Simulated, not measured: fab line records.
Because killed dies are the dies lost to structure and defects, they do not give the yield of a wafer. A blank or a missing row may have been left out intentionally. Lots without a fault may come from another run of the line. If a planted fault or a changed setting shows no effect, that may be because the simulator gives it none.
Comparing a struck lot with a sound one || flow sky130 || 44 steps out of a route of 708
Sound: these wafers, L940.4, L940.5, L940.6. Wafers L949.1, L949.2, L949.6 were the ones struck. The cause is named last.
Order at every step that has rows: each side's tool, ch and its chambers, its first start. Under that, the readings that differ: sound wafers || struck wafers || difference of the means || sigmas: that difference in standard deviations of wafers without a fault.
alike: readings with means less than 2 such deviations apart, plus words and numbers identical on both sides. not compared: withheld readings, readings lacking a value on some wafer, bounds such as >300 that could conceal the same value, and numbers that have no deviation in the record and whose values overlap.
Wherever a step has rows on one side only, a row that says differs or no value, or a row with sigmas, the two part there. Non-overlapping numbers with no deviation appear without sigmas and do not part them. A reading that every wafer of one side lacks parts them only if that side has two wafers or more.

SKY_VIA3_ETCH_15: etches SiO2 in C4F8/O2/Ar, stops on TiN, target depth 507 nm, time 78 s.
  sound on rie diel-04 ch 0,1,3, day 43 21:11; struck on rie diel-03 ch 1,2,3, day 45 21:15
  alike: oes product au
  not compared: rf hours counter h
SKY_VIA3_STRIP_16: strips in O2/N2.
  sound on plasma asher-02 ch 0,1, day 43 21:15; struck on plasma asher-02 ch 0,1, day 45 21:19
  alike: drypump motor current A, oes product au, strip time to endpoint s
  not compared: rf hours counter h
then, 5 steps without rows for these wafers: SKY_VIA3_STRIP_17 (strips in post etch residue remover, time 1200 s); SKY_VIA3_CLEAN_18 (cleans in IPA, time 180 s); SKY_VIA3_CLEAN_19 (cleans in O3/DIW); SKY_VIA3_SPUTTER_20 (material TiN, target thk 20 nm, time 80 s); SKY_VIA3_CVD_21 (deposits W, target thk 390 nm, time 117.31 s).
SKY_VIA3_RS_MEAS_22: the measuring method here is four-point-probe.
  sound on film metro-01 at day 43 22:03; struck on film metro-03 at day 45 22:05
  alike: VIA3_W_RS
SKY_VIA3_THK_MEAS_23: measures by xrf.
  sound on film metro-01 at day 43 22:08; struck on film metro-03 at day 45 22:12
  alike: VIA3_W_THK
then, 1 step without rows for these wafers: SKY_VIA3_CMP_24 (polishes, stops on SiO2, t overpolish 20 s, target thk 0 nm).
SKY_METAL4_SPUTTER_00: material Ti, target thk 15 nm, time 10 s.
  sound on pvd sputter-03 at day 43 22:28; struck on pvd sputter-03 at day 45 22:34
  alike: throttle valve pct
then, 1 step without rows for these wafers: SKY_METAL4_SPUTTER_01 (material TiN, target thk 20 nm, time 16.7 s).
SKY_METAL4_SPUTTER_02: material AlCu, target thk 735 nm, time 39.1 s.
  sound on pvd sputter-03 at day 43 22:31; struck on pvd sputter-03 at day 45 22:37
  alike: throttle valve pct
then, 2 steps without rows for these wafers: SKY_METAL4_SPUTTER_03 (material Ti, target thk 5 nm, time 3.3 s); SKY_METAL4_SPUTTER_04 (material TiN, target thk 70 nm, time 58.3 s).
SKY_CAP2M_CVD_00: deposits SiO2, target thk 15.5 nm.
  sound on pecvd-03 ch 0,1,2, day 43 22:38; struck on pecvd-04 ch 0,1,2, day 45 22:43
  alike: heater power w
SKY_CAP2M_THK_MEAS_01:
  sound on film metro-04 at day 43 22:41; struck on film metro-01 at day 45 22:44
  alike: CAP2M_CVD_00_THK
then, 1 step without rows for these wafers: SKY_CAP2M_SPUTTER_02 (material TiN, target thk 200 nm, time 166.7 s).
SKY_CAP2M_RS_MEAS_03: the measuring method here is four-point-probe.
  sound on film metro-02 at day 43 22:53; struck on film metro-04 at day 45 22:55
  alike: CAP2M_TIN_RS
SKY_CAP2M_THK_MEAS_04: measures by xrf.
  sound on film metro-02 at day 43 22:58; struck on film metro-04 at day 45 23:02
  alike: CAP2M_TIN_THK
then, 7 steps without rows for these wafers: SKY_CAP2M_DEHYDRATE_05 (time 60 s); SKY_CAP2M_HMDS_06 (prime time 60 s); SKY_CAP2M_COAT_07 (resist thk 1140 nm); SKY_CAP2M_SOFTBAKE_08 (time 60 s); SKY_CAP2M_EXPOSE_09 (exposes mask CAP2M, target cd 1000 nm); SKY_CAP2M_PEB_10; SKY_CAP2M_DEVELOP_11 (develop time 60 s).
SKY_CAP2M_OVL_MEAS_12:
  sound on overlay-01 at day 44 20:42; struck on overlay-01 at day 46 19:16
  alike: CAP2M_OVL
then, 1 step without rows for these wafers: SKY_CAP2M_METAL_ETCH_13 (etches TiN in Cl2/BCl3, stops on SiO2, target depth 220 nm, time 62.9 s).
SKY_CAP2M_STRIP_14: strips in O2/N2.
  sound on plasma asher-04 ch 0,1, day 44 20:55; struck on plasma asher-04 ch 0,1, day 46 19:22
  alike: drypump motor current A, oes product au, strip time to endpoint s
  not compared: rf hours counter h
then, 11 steps without rows for these wafers: SKY_CAP2M_STRIP_15 (strips in post etch residue remover, time 1200 s); SKY_CAP2M_CLEAN_16 (cleans in IPA, time 180 s); SKY_CAP2M_CLEAN_17 (cleans in O3/DIW); SKY_METAL4_DEHYDRATE_05 (time 60 s); SKY_METAL4_HMDS_06 (prime time 60 s); SKY_METAL4_COAT_07 (resist thk 60 nm); SKY_METAL4_COAT_08 (resist thk 1140 nm); SKY_METAL4_SOFTBAKE_09 (time 90 s); SKY_METAL4_EXPOSE_10 (exposes mask MM4, target cd 300 nm); SKY_METAL4_PEB_11; SKY_METAL4_DEVELOP_12 (develop time 60 s).
SKY_METAL4_CD_MEAS_13: the cd target is 300 nm.
  sound on cd sem-01 at day 45 16:49; struck on cd sem-02 at day 47 16:37
  alike: cd nm
SKY_METAL4_METAL_ETCH_18: etches the open film in Cl2/BCl3, stops on SiO2, target depth 845 nm, time 183.1 s.
  sound on rie metal-03 ch 0,1, day 45 17:07; struck on rie metal-04 ch 0,1, day 47 16:55
{"reading": "oes product au (a.u.)", "sound": "0.871 0.870 0.865", "struck": "0.812 0.816 0.819", "difference": -0.053, "sigmas": -8}
  alike: drypump motor current A, he backside leak sccm, throttle valve pct
  not compared: rf hours counter h
-- the record jumps here: 3 days lie between the struck wafers' starts before and after (it left off in module METAL4 and takes up again in module PAD_OPEN, whose first step shown is number 708 of the route) --
SKY_PAD_OPEN_PROBE_99:
  sound on prober-01 at day 49 07:07; struck on prober-02 at day 50 22:07
{"reading": "model.etest.met4.rs ohm sq rim less centre", "sound": "0.001045 -0.0001616 -0.0005665", "struck": "0.01408 0.01356 0.01419", "difference": "+0.01384", "sigmas": ""}
  alike: defect limited yield, killed_at_M0_to_M3, killed_at_M4_up, killed at contacts, killed at front end, killed at other, killed dies, killed open, killed short, sort_bin_3_pad_short, sort_bin_5_function, sort_bin_6_memory, sort n pass, sort yield pct

== WHERE THEY PART ==
Within this record, at SKY_METAL4_METAL_ETCH_18 only. Later steps at which nothing parts them and some readings are alike: SKY_PAD_OPEN_PROBE_99.

WHY: the cause the simulator had injected
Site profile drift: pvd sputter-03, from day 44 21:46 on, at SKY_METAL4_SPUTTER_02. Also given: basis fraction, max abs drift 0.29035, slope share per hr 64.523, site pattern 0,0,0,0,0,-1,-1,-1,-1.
